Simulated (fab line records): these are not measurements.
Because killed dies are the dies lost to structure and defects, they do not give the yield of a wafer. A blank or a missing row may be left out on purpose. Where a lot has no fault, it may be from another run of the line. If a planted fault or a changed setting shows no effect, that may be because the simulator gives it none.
What tool caused it? ; flow gf180mcu ; 13 lots, 39 wafers sampled, at 5 steps of a route of 602

== WHAT THE GAUGES READ, wafer by wafer ==
GF_CONTACT_OVL_MEAS_15. Usual: CONTACT_OVL typically reads 0 nm, with standard deviation 5.7.
lot;measured;on;CONTACT_OVL (nm);flag
L494;day 16 01:39;overlay-02;5 2 6;
L495;day 16 15:53;overlay-01;1 1 4;
L496;day 17 01:23;overlay-02;-3 -10 -8;
L498;day 17 16:58;overlay-02;-3 1 -4;
L499;day 18 06:26;overlay-02;8 2 8;
L500;day 18 10:35;overlay-02;-4 -7 -5;
L501;day 18 19:18;overlay-02;-8 -6 -3;
L502;day 19 01:47;overlay-02;-1 -1 3;
L503;day 19 14:25;overlay-02;0 8 7;
L508;day 21 09:48;overlay-02;4 -1 -4;
L510;day 22 00:01;overlay-01;12 6 14;
L516;day 24 02:41;overlay-01;3 7 -2;
L517;day 24 08:29;overlay-02;-2 -5 1;

GF_V1_THK_MEAS_01. Usual: V1_CVD_00_THK typically reads 602 nm, with standard deviation 7.6.
lot;measured;on;V1_CVD_00_THK (nm);flag
L494;day 17 02:17;film_metro-03;614 607 612;
L495;day 17 16:26;film_metro-02;608 615 611;
L496;day 18 02:34;film_metro-03;605 603 609;
L498;day 18 19:42;film_metro-03;601 596 608;
L499;day 19 09:25;film_metro-03;599 601 604;
L500;day 19 13:32;film_metro-02;594 614 600;
L501;day 19 22:31;film_metro-03;600 599 605;
L502;day 20 04:25;film_metro-04;614 612 609;
L503;day 20 16:37;film_metro-03;595 609 601;
L508;day 22 12:09;film_metro-04;296 296 296;OFF
L510;day 23 01:01;film_metro-04;302 310 297;OFF
L516;day 25 02:25;film_metro-03;601 598 596;
L517;day 25 08:26;film_metro-04;598 599 599;

== WHICH TOOL RAN EACH LOT (tool, then ch and the chambers of the sampled wafers, then the start) ==
lot;GF_CONTACT_ETCH_16;GF_CONTACT_STRIP_18;GF_V1_CVD_00
L494;rie_diel-02 ch 1,2,3, day 16 01:41;plasma_asher-01 ch 0,1, day 16 01:51;hdpcvd-02 ch 0,1,2, day 17 02:13
L495;rie_diel-03 ch 0,3, day 16 15:55;plasma_asher-01 ch 0,1, day 16 16:05;hdpcvd-02 ch 0,1, day 17 16:21
L496;rie_diel-02 ch 2,3, day 17 01:25;plasma_asher-04 ch 0,1, day 17 01:35;hdpcvd-02 ch 0,2, day 18 02:29
L498;rie_diel-04 ch 0,1,2, day 17 16:59;plasma_asher-04 ch 0,1, day 17 17:09;hdpcvd-01 ch 0,1,2, day 18 19:37
L499;rie_diel-02 ch 0,3, day 18 06:28;plasma_asher-02 ch 0,1, day 18 06:38;hdpcvd-02 ch 0,1,2, day 19 09:20
L500;rie_diel-02 ch 1,2, day 18 10:37;plasma_asher-04 ch 0,1, day 18 10:47;hdpcvd-01 ch 0,2, day 19 13:26
L501;rie_diel-04 ch 1,2, day 18 19:20;plasma_asher-02 ch 1, day 18 19:30;hdpcvd-02 ch 0,2, day 19 22:27
L502;rie_diel-04 ch 0,1, day 19 01:49;plasma_asher-01 ch 0,1, day 19 01:59;hdpcvd-01 ch 0,1,2, day 20 04:20
L503;rie_diel-03 ch 0,3, day 19 14:26;plasma_asher-01 ch 0,1, day 19 14:36;hdpcvd-01 ch 0,1, day 20 16:32
L508;rie_diel-03 ch 1,2,3, day 21 09:50;plasma_asher-01 ch 0,1, day 21 10:00;hdpcvd-02 ch 0,1, day 22 12:05
L510;rie_diel-02 ch 0,2,3, day 22 00:02;plasma_asher-04 ch 0,1, day 22 00:14;hdpcvd-02 ch 0,1,2, day 23 00:57
L516;rie_diel-04 ch 0,1,2, day 24 02:43;plasma_asher-02 ch 0,1, day 24 02:53;hdpcvd-01 ch 1,2, day 25 02:20
L517;rie_diel-04 ch 1,2, day 24 08:31;plasma_asher-02 ch 0,1, day 24 08:43;hdpcvd-01 ch 1,2, day 25 08:21
- GF_CONTACT_ETCH_16: etches BARC in N2/H2.
- GF_CONTACT_STRIP_18: strips in O2/N2.
- GF_V1_CVD_00: deposits SiO2, target thk 600 nm, time 100 s.

== AS READ BY THE TOOLS THEMSELVES (means over the sampled wafers that have a number; for cases with no such wafer, the mark the record gives instead) ==
GF_CONTACT_ETCH_16. Usual: drypump_motor_current_A 5.6 A, standard deviation 0.37; oes_product_au 0.855 a.u., standard deviation 0.005; rf_fwd_power_W 494.4 W, standard deviation 2.2; throttle_valve_pct 13.223 %, standard deviation 0.01.
lot;tool;drypump_motor_current_A (A);oes_product_au (a.u.);rf_fwd_power_W (W);throttle_valve_pct (%);flag
L494;rie_diel-02;5.2;0.852;494.9;13.235;
L495;rie_diel-03;5.8;0.856;494.2;13.225;
L496;rie_diel-02;5.6;0.854;495.9;13.219;
L498;rie_diel-04;5.6;0.861;493.9;13.213;
L499;rie_diel-02;6.0;0.856;493.7;13.219;
L500;rie_diel-02;4.9;0.858;494.8;13.216;
L501;rie_diel-04;5.5;0.853;493.0;13.221;
L502;rie_diel-04;5.6;0.857;495.5;13.224;
L503;rie_diel-03;5.8;0.857;495.7;13.227;
L508;rie_diel-03;5.8;0.848;493.2;13.226;
L510;rie_diel-02;5.7;0.846;495.3;13.222;
L516;rie_diel-04;5.6;0.857;492.8;13.218;
L517;rie_diel-04;5.6;0.853;495.3;13.225;

GF_CONTACT_STRIP_18. Usual: drypump_motor_current_A 5.7 A, standard deviation 0.36; heater_power_w 364 W, standard deviation 26; oes_product_au 0.579 a.u., standard deviation 0.0048.
lot;tool;drypump_motor_current_A (A);heater_power_w (W);oes_product_au (a.u.);flag
L494;plasma_asher-01;5.5;333;0.574;
L495;plasma_asher-01;5.9;324;0.579;
L496;plasma_asher-04;5.5;367;0.580;
L498;plasma_asher-04;5.6;372;0.574;
L499;plasma_asher-02;5.8;387;0.576;
L500;plasma_asher-04;5.5;376;0.582;
L501;plasma_asher-02;6.0;385;0.582;
L502;plasma_asher-01;5.5;337;0.581;
L503;plasma_asher-01;5.9;327;0.582;
L508;plasma_asher-01;5.6;335;0.574;
L510;plasma_asher-04;5.5;370;0.579;
L516;plasma_asher-02;5.9;390;0.582;
L517;plasma_asher-02;5.9;388;0.582;

GF_V1_CVD_00. Usual: sih4_flow_sccm 60.04 sccm, standard deviation 0.18.
lot;tool;sih4_flow_sccm (sccm);flag
L494;hdpcvd-02;60.00;
L495;hdpcvd-02;60.09;
L496;hdpcvd-02;59.99;
L498;hdpcvd-01;60.21;
L499;hdpcvd-02;60.18;
L500;hdpcvd-01;60.16;
L501;hdpcvd-02;60.03;
L502;hdpcvd-01;60.03;
L503;hdpcvd-01;60.08;
L508;hdpcvd-02;30.14;OFF
L510;hdpcvd-02;30.02;OFF
L516;hdpcvd-01;59.99;
L517;hdpcvd-01;60.09;

== THE ANSWER, worked out from the rows above alone ==
Rule: a lot counts as off when the mean over its wafers that have a number is more than 3 standard deviations away from the usual mean. A lot without any number at a reading at which 4 lots or more have one is off too. Where the step has rows for the other lots, those lots are counted as sound. The gauges are gone through in route order, then the tools' own readings, and for those a lot's mean is taken as printed above. The first step at which some lot is off is used, and at that step the reading that is off furthest; a lot without a number counts as furthest.
Off: L508, L510, at GF_V1_THK_MEAS_01 (V1_CVD_00_THK).
A tool fits if, at a process step before that reading, it ran every lot that is off, and no sound lot after the first of them. The gauges at GF_V1_THK_MEAS_01 aren't tried: what is off there is off at GF_V1_CVD_00 too, on other tools, and a gauge's error can't cause that. One candidate fits, namely hdpcvd-02 at GF_V1_CVD_00. A fault onset in the window from L501 (day 19 22:27, its last sound lot) to L508 (day 22 12:05, its first lot off) fits.
The tool's own readings at GF_V1_CVD_00 bear it out: on the lots that are off they differ by more than 5 times the standard deviation of the sound lots' means. sih4_flow_sccm reads 30.08 sccm there against 60.08 sccm on the sound lots.

== WHAT WAS PUT IN BY THE SIMULATOR ==
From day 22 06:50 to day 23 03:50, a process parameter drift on hdpcvd-02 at GF_V1_CVD_00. Setting sih4_flow_sccm shifted by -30 from 60. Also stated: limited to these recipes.
Struck lots among those shown: L508, L510. The rule given above showed the same thing.
